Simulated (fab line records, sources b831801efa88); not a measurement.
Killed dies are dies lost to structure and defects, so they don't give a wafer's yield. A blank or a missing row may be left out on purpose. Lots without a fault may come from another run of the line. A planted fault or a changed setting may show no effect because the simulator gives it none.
Which tool did it? | flow sky130 | 12 lots, 36 wafers sampled, at 2 steps of a route of 708

WHAT THE GAUGES READ, wafer by wafer
SKY_METAL5_RS_MEAS_05: measures by four-point-probe. Usual: METAL5_ALCU_RS 0.02688 ohm/sq, standard deviation 0.00024.
lot  | measured     | on            | METAL5_ALCU_RS (ohm/sq) | flag
L533 | day 43 06:16 | film_metro-04 | 0.02709 0.02722 0.0272  |
L535 | day 43 16:22 | film_metro-03 | 0.02697 0.02752 0.02694 |
L536 | day 43 23:36 | film_metro-02 | 0.02658 0.02696 0.02685 |
L539 | day 44 19:46 | film_metro-03 | 0.02665 0.02706 0.02676 |
L541 | day 45 20:20 | film_metro-03 | 0.02693 0.02704 0.02699 |
L542 | day 45 20:30 | film_metro-02 | 0.02702 0.0273 0.0273   |
L544 | day 46 04:52 | film_metro-03 | 0.02686 0.02678 0.02677 |
L545 | day 46 10:55 | film_metro-02 | 0.0266 0.02666 0.02676  |
L552 | day 48 04:19 | film_metro-04 | 0.02652 0.02657 0.02638 |
L554 | day 48 14:45 | film_metro-02 | 0.02641 0.02651 0.02655 |
L555 | day 48 19:46 | film_metro-04 | 0.02687 0.02682 0.02677 |
L556 | day 48 23:17 | film_metro-03 | 0.02688 0.02649 0.02683 |

WHICH TOOL RAN EACH LOT (tool, then ch and the chambers of the sampled wafers, then the start)
lot  | SKY_METAL5_SPUTTER_03
L533 | pvd_sputter-03, day 43 06:12
L535 | pvd_sputter-03, day 43 16:16
L536 | pvd_sputter-03, day 43 23:31
L539 | pvd_sputter-03, day 44 19:41
L541 | pvd_sputter-03, day 45 20:16
L542 | pvd_sputter-04, day 45 20:25
L544 | pvd_sputter-03, day 46 04:48
L545 | pvd_sputter-04, day 46 10:50
L552 | pvd_sputter-02, day 48 04:15
L554 | pvd_sputter-02, day 48 14:41
L555 | pvd_sputter-02, day 48 19:42
L556 | pvd_sputter-02, day 48 23:12
- SKY_METAL5_SPUTTER_03: material Ti, target thk 5 nm, time 3.3 s.

WHAT THE TOOLS THEMSELVES READ (means of the sampled wafers that have a number; where no wafer has one, the mark that the record gives instead)
SKY_METAL5_SPUTTER_03. Usual: chamber_pressure_pa 0.4001 Pa, standard deviation 0.00088; throttle_valve_pct 30.0 %, standard deviation 1.
lot  | tool           | chamber_pressure_pa (Pa) | throttle_valve_pct (%) | flag
L533 | pvd_sputter-03 | 0.3996                   | 30.1                   |
L535 | pvd_sputter-03 | 0.3995                   | 29.9                   |
L536 | pvd_sputter-03 | 0.4011                   | 30.4                   |
L539 | pvd_sputter-03 | 0.4014                   | 30.5                   |
L541 | pvd_sputter-03 | 0.4002                   | 29.9                   |
L542 | pvd_sputter-04 | 0.4005                   | 29.4                   |
L544 | pvd_sputter-03 | 0.3993                   | 29.8                   |
L545 | pvd_sputter-04 | 0.4005                   | 29.2                   |
L552 | pvd_sputter-02 | 0.3999                   | 29.5                   |
L554 | pvd_sputter-02 | 0.4000                   | 30.1                   |
L555 | pvd_sputter-02 | 0.3999                   | 30.6                   |
L556 | pvd_sputter-02 | 0.3996                   | 30.7                   |

THE ANSWER, worked out from the rows above alone
Rule: a lot is off if the mean of its wafers that have a number lies more than 3 standard deviations from the usual mean. A lot without any number at a reading at which 4 lots or more have one is off too. The other lots that the step has rows for count as sound. The gauges are gone through in route order, then the tools' own readings, and for those a lot's mean is taken as printed above. The first step at which some lot is off is used, and at that step the reading that is off furthest; a lot without a number counts as furthest.
No lot is off at any reading shown: from this, nothing can be told.

WHAT THE SIMULATOR HAD PUT IN
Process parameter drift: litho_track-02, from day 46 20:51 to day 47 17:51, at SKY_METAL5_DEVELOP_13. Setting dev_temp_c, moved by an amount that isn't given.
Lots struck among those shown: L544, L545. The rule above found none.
